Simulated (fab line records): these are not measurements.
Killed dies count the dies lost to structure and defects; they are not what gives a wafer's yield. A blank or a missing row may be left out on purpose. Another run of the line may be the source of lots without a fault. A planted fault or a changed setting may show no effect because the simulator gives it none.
A single fault, viewed from 2 desks :: flow sky130 :: each desk holds nothing but its own numbers, with what lay behind them at the end

METROLOGY DESK
What the gauges read for every lot (on any tool): the sampled wafers with a number, averaged. Marked OUT: a lot whose mean sits more than 4 standard deviations from the usual mean, which makes it out of limits; the brackets give that distance.
Columns: A = VT_ADJUST_PCH_OVL at SKY_VT_ADJUST_PCH_OVL_MEAS_07, usual -0.4 nm; B = VT_ADJUST_PCH_TW at SKY_VT_ADJUST_PCH_TW_MEAS_10, usual 143.0; C = cd-nm at SKY_VIA1_CD_MEAS_12, usual 150.2 nm
lot: L138
first seen here: day 10 20:30
A: -0.5
B: 144.3
C: 148.0

lot: L140
first seen here: day 11 00:52
A: -3.9
B: 139.5
C: 152.3

lot: L141
first seen here: day 11 09:15
A: -0.7
B: 144.6
C: 152.1

lot: L142
first seen here: day 12 00:07
A: -0.5
B: 143.7
C: 148.9

lot: L143
first seen here: day 12 02:57
A: -1.4
B: 141.5
C: 150.7

lot: L146
first seen here: day 12 22:58
A: 0.2
B: 141.4
C: 149.0

lot: L147
first seen here: day 13 07:27
A: 0.1
B: 141.2
C: 149.7

lot: L148
first seen here: day 13 12:31
A: -0.1
B: 140.8
C: 150.1

lot: L151
first seen here: day 14 18:46
A: 1.9
B: 144.2
C: 149.0

lot: L152
first seen here: day 14 23:29
A: -2.1
B: 102.2 (-24) OUT
C: 149.5

lot: L156
first seen here: day 16 04:37
A: 0.1
B: 144.0
C: 151.4

lot: L158
first seen here: day 16 18:20
A: -3.0
B: 104.3 (-23) OUT
C: 150.1

lot: L161
first seen here: day 18 04:24
A: -1.1
B: 145.8
C: 151.2
This desk reports L152, L158 out of limits; the earliest was L152 at day 14 23:46 (VT_ADJUST_PCH_TW at SKY_VT_ADJUST_PCH_TW_MEAS_10). In limits: L138, L140, L141, L142, L143, L146, L147, L148, L151, L156, L161.

DESK OF THE TOOL OWNER: implanter-04
The tool's own readings at SKY_VT_ADJUST_PCH_IMPLANT_08, given as means over the sampled wafers that have a number, one for each lot that went through this tool. Marked OUT: a lot whose mean sits more than 4 standard deviations from the usual mean, which makes it out of limits; the brackets give that distance.
Columns: A = beam-on-s at SKY_VT_ADJUST_PCH_IMPLANT_08, usual 10.02 s; B = dose-ions-cm2 at SKY_VT_ADJUST_PCH_IMPLANT_08, usual 5e+11; C = faraday-current-uA at SKY_VT_ADJUST_PCH_IMPLANT_08, usual 2.81
lot: L142
first seen here: day 12 00:10
A: 9.96
B: 5e+11
C: 2.83

lot: L151
first seen here: day 14 18:49
A: 10.09
B: 5e+11
C: 2.80

lot: L152
first seen here: day 14 23:32
A: 9.95
B: 1e+11 (-99 or more) OUT
C: 0.78 (-39) OUT

lot: L158
first seen here: day 16 18:26
A: 10.10
B: 1e+11 (-99 or more) OUT
C: 0.76 (-39) OUT
This desk's finding: out of limits on L152, L158; first on L152, day 14 23:32 (dose-ions-cm2 at SKY_VT_ADJUST_PCH_IMPLANT_08). In limits: L142, L151.

PUT TOGETHER
On L152, L158, at day 14 23:32, an alarm was possible from the tool owner's desk.
The metrology desk could have raised an alarm at day 14 23:46, on L152, L158.
The lots listed all ran SKY_VT_ADJUST_PCH_IMPLANT_08 on implanter-04.

WHAT THE SIMULATOR HAD PUT IN
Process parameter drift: implanter-04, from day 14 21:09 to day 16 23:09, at SKY_VT_ADJUST_PCH_IMPLANT_08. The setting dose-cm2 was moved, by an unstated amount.
Shown lots that were struck: L152, L158.
Hours from the fault's start to each desk's first reading out of limits: the tool owner's desk, 2; the metrology desk, 3.
